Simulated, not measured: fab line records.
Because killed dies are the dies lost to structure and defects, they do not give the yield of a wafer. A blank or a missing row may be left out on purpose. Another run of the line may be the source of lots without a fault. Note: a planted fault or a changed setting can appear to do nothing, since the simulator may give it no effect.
fab line records	flow sky130
[record] lots = 7	wafers = 19	last_day = 50
route steps=708 shown METAL4@637 VIA4@639 PAD_OPEN@708
lots that met no fault: from a run of the same line without faults
start_h: start of the lot's first displayed wafer, in hours after the record's first day	wait_h: how many hours have passed since the lot's step before this one	" identical to the entry in the row above	L1.1+2: a single row standing in for several wafers	- no value, or no start given	* or withheld: withheld	< > ~ a bound
route shown NAME@n: NAME is a module with steps in the file, n the number in the route of the first one	usual: mean and standard deviation over wafers with no fault	same: alike in all rows	chamber/n: place in a boat	sites: the reading at each site	_std_site: their standard deviation	_edge_site: the outer-site mean with the inner-site mean subtracted	radius_mm: for every site, how far away it sits from the centre of the wafer	mask NAME#n: copy n	behind: the last tool/chamber to shape the wafer	hold: what put the lot on hold/how long, in hours/how the hold closed	device: which transistor (n, p or np) failed to switch	end of line: at the end of the route, the tests of the same wafers	where a step has no rows: the recipe by itself	killed: the dies lost at the first sort to structure and to defects; this is not the yield of the wafer	map: a wafer's dies, x killed, . not, _ none there
set.NAME: the setting the step ran with; set.NAME@STEP: the setting that earlier step ran with	model.NAME: the simulator's own value behind a step, which no gauge read
lots at some steps of the route; a table a step, a row a wafer
services: a tool's chamber out of use, with start hour (start_h, from the record's first day; less than 0 if before it), hours out, and reason
[[steps]]
[step SKY_METAL4_CLEAN_21]
[recipe] chemistry = IPA	time_s = 180	temp_c = 25
[step SKY_METAL4_CLEAN_22]
[recipe] chemistry = O3/DIW	dry = n2_spin
[step SKY_VIA4_HDPCVD_00]
[recipe] material = SiO2	target_thk_nm = 1750	sigma_open_frac = 0.3	time_s = 291.7	temp_c = 400	sih4_flow_sccm = 60	pressure_mtorr = 6
[step SKY_VIA4_THK_MEAS_01]
[recipe] reads = SiO2_of_VIA4_HDPCVD_00
[usual] VIA4_HDPCVD_THK = 1745/18
lot.wafer	tool	chamber	start_h	wait_h	VIA4_HDPCVD_THK[nm]
L765.1	film_metro-03	-	1015.23	0.1	1767
L765.4	"	-	"	"	1757
L765.5	"	-	"	"	1743
L767.2	film_metro-03	-	1025.56	0.1	1726
L767.5	"	-	"	"	1732
L767.6	"	-	"	"	1739
L770.2	film_metro-03	-	1054.44	0.1	1745
L770.3	"	-	"	"	1752
L770.4	"	-	"	"	1753
L771.2	film_metro-03	-	1062.05	0.1	1714
L771.4	"	-	"	"	1732
L771.6	"	-	"	"	1737
L775.2	film_metro-04	-	1104.52	0.1	1746
L775.4	"	-	"	"	1740
L775.6	"	-	"	"	1731
L778.1	film_metro-04	-	1105.08	0.1	1749
L778.6	"	-	"	"	1740
L781.2	film_metro-03	-	1118.69	0.1	1765
L781.3	"	-	"	"	1775
[step SKY_VIA4_CMP_02]
[recipe] material = SiO2	down_force_psi = 4	platen_rpm = 60	pad_velocity_m_s = 0.94248
[usual] motor_current_A = 11.9/1.1	slurry_flow_ml_min = 150.0/0.5
lot.wafer	tool	chamber	start_h	wait_h	motor_current_A	slurry_flow_ml_min
L765.1	cmp-02	3	1015.29	0.1	13.0	150.0
L765.4	"	2	"	"	14.0	150.9
L765.5	"	0	"	"	12.6	149.4
L767.2	cmp-01	1	1025.76	0.2	12.0	150.7
L767.5	"	2	"	"	12.4	149.7
L767.6	"	3	"	"	12.2	150.0
L770.4	cmp-02	2	1054.49	0.0	13.8	150.0
L770.2	"	3	"	"	12.9	149.6
L770.3	"	1	"	"	11.2	150.1
L771.2	cmp-02	3	1062.10	0.0	13.0	149.7
L771.4	"	1	"	"	10.6	150.5
L771.6	"	3	"	"	13.0	149.2
L775.2	cmp-01	3	1104.82	0.3	12.2	151.1
L775.4	"	1	"	"	12.6	150.9
L775.6	"	2	"	"	12.3	150.5
L778.1	cmp-01	3	1105.19	0.1	12.1	149.9
L778.6	"	3	"	"	11.7	149.4
L781.2	cmp-02	1	1118.79	0.1	10.9	150.5
L781.3	"	2	"	"	13.9	149.6
[step SKY_VIA4_BOW_MEAS_03]
[recipe] mode = bow
[usual] VIA4_BOW = 80/8.6
lot.wafer	tool	chamber	start_h	wait_h	VIA4_BOW[um]
L765.1	film_metro-03	-	1015.59	0.2	73
L765.4	"	-	"	"	82
L765.5	"	-	"	"	82
L767.2	film_metro-04	-	1025.93	0.1	79
L767.5	"	-	"	"	77
L767.6	"	-	"	"	66
L770.2	film_metro-04	-	1054.81	0.2	93
L770.3	"	-	"	"	72
L770.4	"	-	"	"	97
L771.2	film_metro-01	-	1062.42	0.3	76
L771.4	"	-	"	"	68
L771.6	"	-	"	"	70
L775.2	film_metro-01	-	1105.09	0.2	92
L775.4	"	-	"	"	94
L775.6	"	-	"	"	84
L778.1	film_metro-03	-	1105.44	0.2	79
L778.6	"	-	"	"	83
L781.2	film_metro-04	-	1119.06	0.2	78
L781.3	"	-	"	"	81
[step SKY_VIA4_DEHYDRATE_04]
[recipe] temp_c = 200	time_s = 60
[step SKY_VIA4_HMDS_05]
[recipe] prime_time_s = 60	prime_temp_c = 120
[step SKY_VIA4_COAT_06]
[recipe] resist = NOVOLAK	spin_rpm = 3000	resist_thk_nm = 1140
[step SKY_VIA4_SOFTBAKE_07]
[recipe] temp_c = 90	time_s = 60	resist = NOVOLAK
[step SKY_VIA4_EXPOSE_08]
[recipe] mask_id = VIM4	na = 0.6	source_shape = conventional	sigma_outer = 0.6	polarization = unpolarized	target_cd_nm = 800	dose_mj = 132
[step SKY_VIA4_PEB_09]
[recipe] temp_c = withheld	time_s = *	resist = NOVOLAK
[step SKY_VIA4_DEVELOP_10]
[recipe] resist = NOVOLAK	developer = TMAH	develop_time_s = 60	dev_temp_c = 23
lot.wafer	tool	chamber	start_h	wait_h
L765.1+4+5	litho_track-01	0	1038.51	0.1
L767.2+5+6	litho_track-02	0	1047.83	0.1
L770.2+3+4	litho_track-04	0	1076.48	0.1
L771.2+4+6	litho_track-04	0	1082.33	0.1
L775.2+4+6	litho_track-04	0	1123.88	0.1
L778.1+6	litho_track-04	0	1124.16	0.1
L781.2+3	litho_track-04	0	1136.98	0.1
[step SKY_VIA4_OVL_MEAS_11]
[usual] VIA4_OVL = -0.4/1.3
lot.wafer	tool	chamber	start_h	wait_h	VIA4_OVL[nm]
L765.1	overlay-01	-	1038.66	0.1	-1.1
L765.4	"	-	"	"	-1.6
L765.5	"	-	"	"	0.1
L767.2	overlay-01	-	1047.96	0.1	-1.3
L767.5	"	-	"	"	-1.5
L767.6	"	-	"	"	-1.6
L770.2	overlay-02	-	1076.61	0.1	1.6
L770.3	"	-	"	"	-0.2
L770.4	"	-	"	"	-0.3
L771.2	overlay-02	-	1082.46	0.1	-1.1
L771.4	"	-	"	"	-1.9
L771.6	"	-	"	"	-2.3
L775.2	overlay-02	-	1124.01	0.1	0.5
L775.4	"	-	"	"	-1.0
L775.6	"	-	"	"	1.3
L778.1	overlay-01	-	1124.31	0.1	2.9
L778.6	"	-	"	"	1.3
L781.2	overlay-01	-	1137.11	0.1	0.6
L781.3	"	-	"	"	0.9
[step SKY_VIA4_ETCH_12]
[recipe] target = SiO2	chemistry = C4F8/O2/Ar	stop_on = TiN	mask_material = NOVOLAK	source_w = 1500	bias_w = 1200	pressure_mtorr = 40	c4f8_flow_sccm = withheld	O2_flow_sccm = 6	Ar_flow_sccm = 300	time_s = withheld	target_depth_a = 5800
[usual] oes_product_au = 0.925/0.0048	rf_fwd_power_W = 1490/5.6
lot.wafer	tool	chamber	start_h	wait_h	oes_product_au	rf_fwd_power_W	model.VIA4.cd_nm
L765.1	rie_diel-02	3	1038.70	0.0	0.930	1488	801.6
L765.4	"	2	"	"	0.928	1487	802.4
L765.5	"	1	"	"	0.927	1480	801.8
L767.2	rie_diel-03	0	1047.99	0.0	0.923	1498	795.4
L767.5	"	0	"	"	0.927	1487	795.9
L767.6	"	1	"	"	0.925	1494	795.5
L770.2	rie_diel-02	2	1076.64	0.0	0.924	1487	800.1
L770.3	"	1	"	"	0.925	1476	797.8
L770.4	"	0	"	"	0.924	1493	798.6
L771.2	rie_diel-01	0	1082.49	0.0	0.925	1491	801.9
L771.4	"	2	"	"	0.913	1493	797.5
L771.6	"	0	"	"	0.922	1498	798.2
L775.2	rie_diel-02	2	1124.04	0.0	0.937	1482	768
L775.4	"	3	"	"	0.933	1491	793.6
L775.6	"	0	"	"	0.915	1497	766.5
L778.1	rie_diel-03	2	1124.34	0.0	0.926	1484	798.3
L778.6	"	1	"	"	0.928	1486	770.2
L781.2	rie_diel-03	2	1137.14	0.0	0.924	1483	769.7
L781.3	"	1	"	"	0.925	1491	799.5
[step SKY_VIA4_STRIP_13]
[recipe] chemistry = O2/N2	power_w = 1400	pressure_mtorr = 1500	platen_temp_c = withheld	o2_flow_sccm = 3000	n2_flow_sccm = 300	overash_fraction = 0.5
[usual] drypump_motor_current_A = 5.9/0.42	oes_product_au = 0.710/0.0044	strip_time_to_endpoint_s = 12.81/0.032
lot.wafer	tool	chamber	start_h	wait_h	drypump_motor_current_A	oes_product_au	rf_hours_counter_h	strip_time_to_endpoint_s
L765.1	plasma_asher-03	1	1038.77	-	5.3	0.703	88	12.82
L765.4	"	0	"	"	5.8	0.723	-	12.82
L765.5	"	1	"	"	5.3	0.704	-	12.81
L767.2	plasma_asher-02	0	1048.06	-	6.4	0.716	122	12.77
L767.5	"	0	"	"	6.4	0.709	-	12.76
L767.6	"	1	"	"	6.3	0.710	-	12.81
L770.2	plasma_asher-02	1	1076.71	-	6.3	0.707	1	12.80
L770.3	"	1	"	"	6.3	0.710	-	12.83
L770.4	"	0	"	"	6.4	0.712	-	12.83
L771.2	plasma_asher-01	1	1082.56	-	5.9	0.702	34	12.77
L771.4	"	1	"	"	5.9	0.707	-	12.77
L771.6	"	1	"	"	5.9	0.708	-	12.78
L775.2	plasma_asher-03	0	1124.11	-	5.8	0.710	97	12.78
L775.4	"	0	"	"	5.7	0.706	-	12.78
L775.6	"	0	"	"	5.7	0.717	-	12.82
L778.1	plasma_asher-02	0	1124.45	-	6.4	0.714	6	12.89
L778.6	"	1	"	"	6.3	0.710	-	12.84
L781.2	plasma_asher-01	0	1137.21	-	5.4	0.709	38	12.77
L781.3	"	1	"	"	5.9	0.713	-	12.83
[step SKY_PAD_OPEN_PROBE_99]
[usual] defect_limited_yield = 82.5/1.8	killed_at_M0_to_M3 = 43/6.6	killed_at_M4_up = 3.2/1.8	killed_at_contacts = 24/5	killed_at_front_end = 15/4.5	killed_at_other = 0.2/0.46	killed_dies = 86/8.8	killed_open = 48/6.6	killed_short = 38/6.1	sort_bin_3_pad_short = 0.8/0.42	sort_bin_5_function = 10.4/1.4	sort_bin_6_memory = 6.3/1	sort_n_pass = 406/8.8	sort_yield_pct = 82.5/1.8
[same] gross_dies = 492	killed_at_back_side = 0	sort_bin_4_leakage[%] = 0	sort_bin_8_speed[%] = 0
lot.wafer	tool	chamber	start_h	wait_h	defect_limited_yield[%]	killed_at_M0_to_M3	killed_at_M4_up	killed_at_contacts	killed_at_front_end	killed_at_other	killed_dies	killed_open	killed_short	sort_bin_3_pad_short[%]	sort_bin_5_function[%]	sort_bin_6_memory[%]	sort_n_pass	sort_yield_pct[%]	model.etest.via4_chain.rc_ohm
L765.1	prober-02	-	1107.70	0.1	82.1	56	2	21	9	0	88	49	39	1.4	10.0	6.5	404	82.1	0.7842
L765.4	prober-02	-	1107.85	0.2	84.1	38	2	22	16	0	78	49	29	0.4	9.8	5.7	414	84.1	0.7512
L765.5	prober-02	-	1107.90	0.2	83.1	42	6	13	22	0	83	44	39	0.8	10.6	5.5	409	83.1	0.8077
L767.2	prober-02	-	1113.98	0.1	84.1	39	4	19	15	1	78	44	34	0.6	11.6	3.7	414	84.1	0.8171
L767.5	prober-02	-	1114.13	0.2	81.5	37	5	28	21	0	91	48	43	0.6	11.0	6.9	401	81.5	0.7989
L767.6	prober-02	-	1114.18	0.2	82.5	43	2	24	16	1	86	50	36	0.8	9.6	7.1	406	82.5	0.8094
L770.2	prober-02	-	1139.84	0.1	82.7	37	3	27	17	1	85	48	37	0.6	9.3	7.3	407	82.7	0.7952
L770.3	prober-02	-	1139.89	0.2	80.1	43	7	33	15	0	98	61	37	0.4	11.8	7.7	394	80.1	0.8126
L770.4	prober-02	-	1139.94	0.2	80.9	50	6	27	11	0	94	51	43	0.8	11.8	6.5	398	80.9	0.8044
L771.2	prober-01	-	1146.44	0.1	83.5	44	5	25	7	0	81	47	34	1.2	10.4	4.9	411	83.5	0.8046
L771.4	prober-01	-	1146.54	0.2	84.6	43	4	21	8	0	76	45	31	0.6	9.8	5.1	416	84.6	0.7954
L771.6	prober-01	-	1146.64	0.2	81.7	42	5	25	18	0	90	50	40	0.2	11.6	6.5	402	81.7	0.7992
L775.2	prober-01	-	1183.31	0.1	82.5	40	1	30	15	0	86	53	33	0.4	10.4	6.7	406	82.5	0.8382
L775.4	prober-01	-	1183.41	0.2	81.9	43	5	26	15	0	89	50	39	1.4	10.0	6.7	403	81.9	0.8168
L775.6	prober-01	-	1183.51	0.2	79.3	47	5	38	12	0	102	59	43	1.2	12.2	7.3	390	79.3	0.831
L778.1	prober-02	-	1184.81	0.1	81.5	40	2	36	13	0	91	56	35	0.6	10.6	7.3	401	81.5	0.7829
L778.6	prober-02	-	1185.06	0.2	82.5	39	3	25	19	0	86	50	36	1.0	11.4	5.1	406	82.5	0.8701
L781.2	prober-01	-	1194.74	0.1	81.7	48	3	20	19	0	90	44	46	0.8	9.8	7.7	402	81.7	0.8743
L781.3	prober-01	-	1194.79	0.2	81.3	43	4	21	24	0	92	52	40	1.4	11.0	6.3	400	81.3	0.8068
// killed by level:class
L765.1 VIA1:geometric_particle:open=18 VIA3:geometric_particle:open=8 VIA1:geometric_particle:short=8 CONTACT:geometric_particle:open=7 POLY_GATE:geometric_particle:short=5 CONTACT:geometric_particle:short=5 LI_CONTACT:geometric_particle:open=4 METAL2:geometric_particle:short=4
L765.4 VIA1:geometric_particle:open=11 CONTACT:geometric_particle:open=9 FIELD_ISO:geometric_particle:open=5 POLY_GATE:geometric_particle:open=5 METAL1:geometric_particle:short=5 VIA2:geometric_particle:open=5 LI_CONTACT:geometric_particle:short=4 VIA3:geometric_particle:open=4
L765.5 VIA1:geometric_particle:open=7 FIELD_ISO:geometric_particle:open=6 CONTACT:geometric_particle:open=6 METAL1:geometric_particle:short=6 VIA1:geometric_particle:short=6 FIELD_ISO:geometric_particle:short=5 VIA2:geometric_particle:short=5 VIA2:geometric_particle:open=5
L767.2 VIA1:geometric_particle:open=12 CONTACT:geometric_particle:open=7 VIA3:geometric_particle:open=6 METAL1:geometric_particle:short=5 VIA1:geometric_particle:short=5 FIELD_ISO:geometric_particle:open=4 FIELD_ISO:geometric_particle:short=4 LI_CONTACT:geometric_particle:open=4
L767.5 VIA1:geometric_particle:open=10 LI_CONTACT:geometric_particle:open=9 VIA2:geometric_particle:open=8 METAL2:geometric_particle:short=7 LOCAL_INTERCONNECT:geometric_particle:short=6 CONTACT:geometric_particle:open=6 POLY_GATE:geometric_particle:short=5 FIELD_ISO:geometric_particle:open=4
L767.6 FIELD_ISO:geometric_particle:open=8 VIA1:geometric_particle:open=8 VIA2:geometric_particle:open=8 LI_CONTACT:geometric_particle:open=7 CONTACT:geometric_particle:open=7 VIA3:geometric_particle:open=6 VIA1:geometric_particle:short=6 CONTACT:geometric_particle:short=5
L770.2 CONTACT:geometric_particle:open=11 VIA1:geometric_particle:open=11 LI_CONTACT:geometric_particle:open=7 FIELD_ISO:geometric_particle:open=6 VIA1:geometric_particle:short=6 FIELD_ISO:geometric_particle:short=5 VIA3:geometric_particle:open=4 LOCAL_INTERCONNECT:geometric_particle:short=3
L770.3 LI_CONTACT:geometric_particle:open=15 VIA1:geometric_particle:open=10 POLY_GATE:geometric_particle:open=8 CONTACT:geometric_particle:open=7 VIA1:geometric_particle:short=6 VIA2:geometric_particle:open=6 VIA3:geometric_particle:open=5 METAL4:geometric_particle:short=5
L770.4 CONTACT:geometric_particle:open=11 VIA2:geometric_particle:open=10 VIA1:geometric_particle:open=9 VIA3:geometric_particle:open=8 LI_CONTACT:geometric_particle:open=7 METAL1:geometric_particle:short=6 CONTACT:geometric_particle:short=5 METAL2:geometric_particle:short=5
L771.2 VIA1:geometric_particle:open=10 VIA3:geometric_particle:open=10 CONTACT:geometric_particle:open=8 METAL1:geometric_particle:short=7 CONTACT:geometric_particle:short=5 LI_CONTACT:geometric_particle:open=5 LOCAL_INTERCONNECT:geometric_particle:short=5 FIELD_ISO:geometric_particle:open=4
L771.4 CONTACT:geometric_particle:open=12 VIA1:geometric_particle:open=9 VIA1:geometric_particle:short=7 VIA2:geometric_particle:open=6 FIELD_ISO:geometric_particle:short=4 VIA3:geometric_particle:open=4 LI_CONTACT:geometric_particle:open=3 LI_CONTACT:geometric_particle:short=3
L771.6 VIA1:geometric_particle:open=10 CONTACT:geometric_particle:open=8 LI_CONTACT:geometric_particle:open=7 FIELD_ISO:geometric_particle:open=7 LOCAL_INTERCONNECT:geometric_particle:short=6 VIA1:geometric_particle:short=5 METAL2:geometric_particle:short=5 VIA2:geometric_particle:open=5
L775.2 CONTACT:geometric_particle:open=15 VIA1:geometric_particle:open=10 CONTACT:geometric_particle:short=7 FIELD_ISO:geometric_particle:open=6 VIA3:geometric_particle:short=6 VIA3:geometric_particle:open=6 LI_CONTACT:geometric_particle:open=5 VIA2:geometric_particle:open=5
L775.4 VIA1:geometric_particle:open=13 CONTACT:geometric_particle:open=11 VIA2:geometric_particle:open=7 LI_CONTACT:geometric_particle:open=6 POLY_GATE:geometric_particle:short=5 METAL2:geometric_particle:short=5 METAL3:geometric_particle:short=5 FIELD_ISO:geometric_particle:short=4
L775.6 CONTACT:geometric_particle:open=17 LI_CONTACT:geometric_particle:open=11 METAL1:geometric_particle:short=8 CONTACT:geometric_particle:short=7 METAL2:geometric_particle:short=7 VIA2:geometric_particle:open=7 VIA3:geometric_particle:open=7 VIA1:geometric_particle:open=6
L778.1 CONTACT:geometric_particle:open=16 VIA3:geometric_particle:open=11 LI_CONTACT:geometric_particle:open=9 VIA1:geometric_particle:open=6 METAL2:geometric_particle:short=5 LI_CONTACT:geometric_particle:short=4 CONTACT:geometric_particle:short=4 LOCAL_INTERCONNECT:geometric_particle:short=3
L778.6 VIA1:geometric_particle:open=12 CONTACT:geometric_particle:open=9 CONTACT:geometric_particle:short=7 LI_CONTACT:geometric_particle:open=6 VIA3:geometric_particle:open=5 FIELD_ISO:geometric_particle:open=4 POLY_GATE:geometric_particle:short=4 METAL2:geometric_particle:open=4
L781.2 VIA1:geometric_particle:open=9 CONTACT:geometric_particle:open=8 VIA2:geometric_particle:open=7 METAL1:geometric_particle:short=6 VIA3:geometric_particle:open=6 FIELD_ISO:geometric_particle:short=5 CONTACT:geometric_particle:short=5 VIA1:geometric_particle:short=5
L781.3 CONTACT:geometric_particle:open=12 VIA1:geometric_particle:short=9 VIA1:geometric_particle:open=9 FIELD_ISO:geometric_particle:open=7 VIA2:geometric_particle:open=7 FIELD_ISO:geometric_particle:short=6 VIA3:geometric_particle:open=5 METAL1:geometric_particle:short=5
[[services]]
tool	chamber	start_h	hours	kind
cmp-02	-	999.03	0.2	repair
cmp-01	-	1007.05	5.3	pm
plasma_asher-03	-	1011.45	2.4	repair
rie_diel-02	-	1016.33	2.8	pm
cmp-02	-	1017.22	0.7	repair
plasma_asher-01	-	1022.95	4.7	repair
plasma_asher-03	-	1023.21	4.3	pm
rie_diel-01	3	1032.83	9.1	repair
rie_diel-01	-	1034.31	6.4	repair
rie_diel-03	-	1038.96	1.5	repair
plasma_asher-01	-	1047.35	2.8	pm
plasma_asher-02	-	1055.25	9.0	pm
rie_diel-03	3	1056.97	8.2	repair
rie_diel-02	3	1081.34	4.4	repair
cmp-01	-	1084.31	4.0	pm
cmp-01	-	1096.70	1.3	repair
cmp-02	-	1100.03	2.9	repair
plasma_asher-01	-	1101.67	8.0	repair
cmp-02	-	1104.40	0.9	repair
rie_diel-03	3	1117.05	10.8	repair
rie_diel-03	0	1117.25	9.5	repair
rie_diel-02	1	1120.97	3.7	repair
cmp-01	-	1129.23	1.1	repair
cmp-02	-	1132.26	4.4	pm
[[key]]
first_sign none at tools or gauges
[model_effect] step = SKY_VIA4_ETCH_12	value = VIA4.cd_nm	without = 797.4	struck = 768.6
[model_effect] step = SKY_PAD_OPEN_PROBE_99	value = etest.via4_chain.rc_ohm	without = 0.8051	struck = 0.8534
met_at SKY_VIA4_DEVELOP_10
struck_wafers L775.2,L775.6,L778.6,L781.2
onset_between 1082.33 1123.88
[fault] kind = process_parameter_drift	tool = litho_track-04	chamber = -	onset_h = 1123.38	steps = SKY_VIA4_DEVELOP_10	channel = develop_time_s	offset = *	shape = step	end_h = 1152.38	scope = struck_wafers_only	acts_in = *	stated = *
